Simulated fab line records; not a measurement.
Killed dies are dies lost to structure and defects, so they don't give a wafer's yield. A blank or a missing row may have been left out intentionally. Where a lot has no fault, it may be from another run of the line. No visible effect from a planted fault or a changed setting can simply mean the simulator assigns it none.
A struck lot beside a sound one || flow sky130 || 14 steps out of a route of 708
Sound: these wafers, L252.3, L252.4, L252.6. Wafers L267.2, L267.3, L267.6 were the ones struck. The cause is given at the end.
For every step that has rows: the tool of each side, followed by ch and its chambers, followed by its first start. Under that, the readings that differ: sound wafers || struck wafers || difference of the means || sigmas: that difference in standard deviations of wafers without a fault.
alike: a reading whose means differ by less than 2 such deviations, as well as words and numbers matching on both sides. not compared: withheld readings; readings where some wafer has no value; bounds like >300 that might hide an equal value; numbers whose values overlap and for which the record gives no deviation.
The two part at a step that has a row with sigmas, a row that says differs or no value, or rows on one side only. Numbers that don't overlap but have no deviation are shown without sigmas and don't part them. Lack of a reading on every wafer of one side parts them only where that side has two or more wafers.

SKY_VIA1_CD_MEAS_12: target cd 150 nm.
  sound on cdSem-01 at day 34 21:26; struck on cdSem-02 at day 39 12:19
  alike: cdNm
SKY_VIA1_OVL_MEAS_13:
  sound on overlay-01 at day 34 21:32; struck on overlay-02 at day 39 12:25
  alike: VIA1_OVL
SKY_VIA1_ETCH_14: etches BARC in N2/H2, stops on SiO2, time 45.9 s, target depth 60 nm.
  sound on rieDiel-04 ch 0,3, day 34 21:34; struck on rieDiel-02 ch 1,3, day 39 12:27
  alike: drypumpMotorCurrentA, oesProductAu, throttleValvePct
  not compared: rfHoursCounterH
SKY_VIA1_ETCH_15: etches SiO2 in C4F8/O2/Ar, stops on TiN, target depth 351 nm, time 54 s.
  sound on rieDiel-04 ch 0,3, day 34 21:36; struck on rieDiel-02 ch 1,3, day 39 12:29
  alike: oesProductAu
  not compared: rfHoursCounterH
SKY_VIA1_STRIP_16: strips in O2/N2.
  sound on plasmaAsher-03 ch 0,1, day 34 21:41; struck on plasmaAsher-03 ch 0,1, day 39 12:32
  alike: drypumpMotorCurrentA, oesProductAu, stripTimeToEndpointS
  not compared: rfHoursCounterH
then, 3 steps without rows for these wafers: SKY_VIA1_STRIP_17 (strips in post etch residue remover, time 1200 s); SKY_VIA1_CLEAN_18 (cleans in IPA, time 180 s); SKY_VIA1_CLEAN_19 (cleans in O3/DIW).
SKY_VIA1_SPUTTER_20: material TiN, target thk 20 nm, time 80 s.
  sound on pvdSputter-02 at day 34 22:14; struck on pvdSputter-04 at day 39 13:08
  alike: throttleValvePct
SKY_VIA1_CVD_21: deposits W, target thk 270 nm, time 80.902 s.
  sound on cvdW-02 ch 0,1, day 34 22:20; struck on cvdW-02 ch 0,1, day 39 13:11
  alike: heaterPowerW
SKY_VIA1_RS_MEAS_22: measurement is done with a four-point probe.
  sound on filmMetro-02 at day 34 22:26; struck on filmMetro-02 at day 39 13:18
  alike: VIA1_W_RS
SKY_VIA1_THK_MEAS_23: measures by xrf.
  sound on filmMetro-02 at day 34 22:32; struck on filmMetro-02 at day 39 13:25
  alike: VIA1_W_THK
SKY_VIA1_CMP_24: polishes, stops on SiO2, t overpolish 15 s, target thk 0 nm.
  sound on cmp-02 ch 0,1,3, day 34 22:34; struck on cmp-01 ch 1,2,3, day 39 13:34
  no value came back on the struck wafers for any of 5 readings (edgeZonePressureFrac, headPressurePsi (psi) and others); on the sound wafers edgeZonePressureFrac reads 0.997 0.999 0.999
{"reading": "model.W_of_VIA1_CVD_21.thkNm (nm)", "sound": "0 0 0", "struck": "265.5 267.9 267.2", "difference": "+266.9", "sigmas": ""}
  not compared: model.SiO2_of_VIA1_HDPCVD_00.thkNm
-- the record jumps here: 10 days lie between the struck wafers' starts before and after (it left off in module VIA1 and takes up again in module PAD_OPEN, whose first step shown is number 708 of the route) --
SKY_PAD_OPEN_PROBE_99:
  sound on prober-02 at day 46 13:46; struck on prober-01 at day 49 23:41
{"reading": "defectLimitedYield (%)", "sound": "83.3 82.7 83.7", "struck": "0 0 0", "difference": -83, "sigmas": -42}
{"reading": "killed_at_M0_to_M3", "sound": "41 40 35", "struck": "450 444 451", "difference": "+410", "sigmas": "+60"}
{"reading": "killedDies", "sound": "82 85 80", "struck": "492 492 492", "difference": "+410", "sigmas": "+42"}
{"reading": "killedOnRim", "sound": "21 15 16", "struck": "96 96 96", "difference": "+79", "sigmas": "+22"}
{"reading": "sort_bin_3_pad_short (%)", "sound": "1.0 0.6 1.4", "struck": "86.0 82.9 82.9", "difference": "+82.9", "sigmas": "+99 or more"}
{"reading": "sortNPass", "sound": "410 407 412", "struck": "0 0 0", "difference": -410, "sigmas": -42}
{"reading": "sortYieldPct (%)", "sound": "83.3 82.7 83.7", "struck": "0 0 0", "difference": -83, "sigmas": -42}
  alike: killed_at_M4_up, killedAtContacts, killedAtFrontEnd, killedAtOther, killedOpen, killedShort, sort_bin_5_function, sort_bin_6_memory

WHERE THEY PART
Last at SKY_PAD_OPEN_PROBE_99 as far as this record goes, first at SKY_VIA1_CMP_24.

WHY: the cause the simulator had injected
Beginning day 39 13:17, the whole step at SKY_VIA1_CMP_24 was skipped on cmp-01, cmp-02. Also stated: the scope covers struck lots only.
